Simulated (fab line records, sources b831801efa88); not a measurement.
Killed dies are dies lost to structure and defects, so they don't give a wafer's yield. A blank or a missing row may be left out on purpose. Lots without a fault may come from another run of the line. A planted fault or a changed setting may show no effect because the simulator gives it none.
Split-lot experiment | flow sfq_line | 5 lots, 27 wafers read, on a route of 325 steps

THE SPLIT
At SFQ_TRILAYER_INCOMING_OXIDATION_002 (target thk 500 nm, ox time 4939 s), the setting ox_time_s was moved away from the recipe's 4939 s on 6 of the 27 wafers read, by -31.0%. The other wafers ran this setting at the recipe's value.

The reading is taken at the split's own step.

THE READING
SiO2_of_TRILAYER_INCOMING_OXIDATION_002.thk_nm (the simulator's own value, which no gauge read), in nm, at SFQ_TRILAYER_INCOMING_OXIDATION_002 (target thk 500 nm, ox time 4939 s). The file gives no usual value for it. The 21 wafers here that ran the recipe average 504.9 nm, standard deviation 8.8 nm.

wafer  | tool, chamber at the split | ox_time_s as run, s | against the recipe | SiO2_of_TRILAYER_INCOMING_OXIDATION_002.thk_nm, nm | against lot-mates on the recipe
L079.1 | -, -                       | 3409                | -31.0%             | 408.1                                              | no lot-mate on the recipe
L079.2 | -, -                       | 3409                | -31.0%             | 404.3                                              | no lot-mate on the recipe
L079.3 | -, -                       | 3409                | -31.0%             | 401.2                                              | no lot-mate on the recipe
L079.4 | -, -                       | 3409                | -31.0%             | 398.7                                              | no lot-mate on the recipe
L079.5 | -, -                       | 3409                | -31.0%             | 395.5                                              | no lot-mate on the recipe
L079.6 | -, -                       | 3409                | -31.0%             | 396.1                                              | no lot-mate on the recipe
L080.1 | furnace-01, 0              | 4939                | recipe             | 505.8                                              | -
L080.2 | furnace-01, 0              | 4939                | recipe             | 504.1                                              | -
L080.3 | furnace-01, 0              | 4939                | recipe             | 501                                                | -
L081.1 | -, -                       | 4939                | recipe             | 518.9                                              | -
L081.2 | -, -                       | 4939                | recipe             | 507.7                                              | -
L081.3 | -, -                       | 4939                | recipe             | 509.5                                              | -
L081.4 | -, -                       | 4939                | recipe             | 508.6                                              | -
L081.5 | -, -                       | 4939                | recipe             | 515                                                | -
L081.6 | -, -                       | 4939                | recipe             | 509.9                                              | -
L084.1 | -, -                       | 4939                | recipe             | 509.6                                              | -
L084.2 | -, -                       | 4939                | recipe             | 511.5                                              | -
L084.3 | -, -                       | 4939                | recipe             | 509.8                                              | -
L084.4 | -, -                       | 4939                | recipe             | 505.5                                              | -
L084.5 | -, -                       | 4939                | recipe             | 513.2                                              | -
L084.6 | -, -                       | 4939                | recipe             | 509.4                                              | -
L085.1 | -, -                       | 4939                | recipe             | 494                                                | -
L085.2 | -, -                       | 4939                | recipe             | 497.2                                              | -
L085.3 | -, -                       | 4939                | recipe             | 506.6                                              | -
L085.4 | -, -                       | 4939                | recipe             | 492.7                                              | -
L085.5 | -, -                       | 4939                | recipe             | 489.1                                              | -
L085.6 | -, -                       | 4939                | recipe             | 482.8                                              | -

THE FIT
A straight line over all 27 wafers: SiO2_of_TRILAYER_INCOMING_OXIDATION_002.thk_nm changes by +3.36 nm for each +1% of ox_time_s; r = +0.98; the points scatter about the line by 8.4 nm.
Too few moved wafers have a lot-mate on the recipe to fit a line with each lot's own level taken away.

THE FILE'S OWN FIT
SiO2_of_TRILAYER_INCOMING_OXIDATION_002.thk_nm changes by +3.36 nm for each +1% of ox_time_s, r = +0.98.
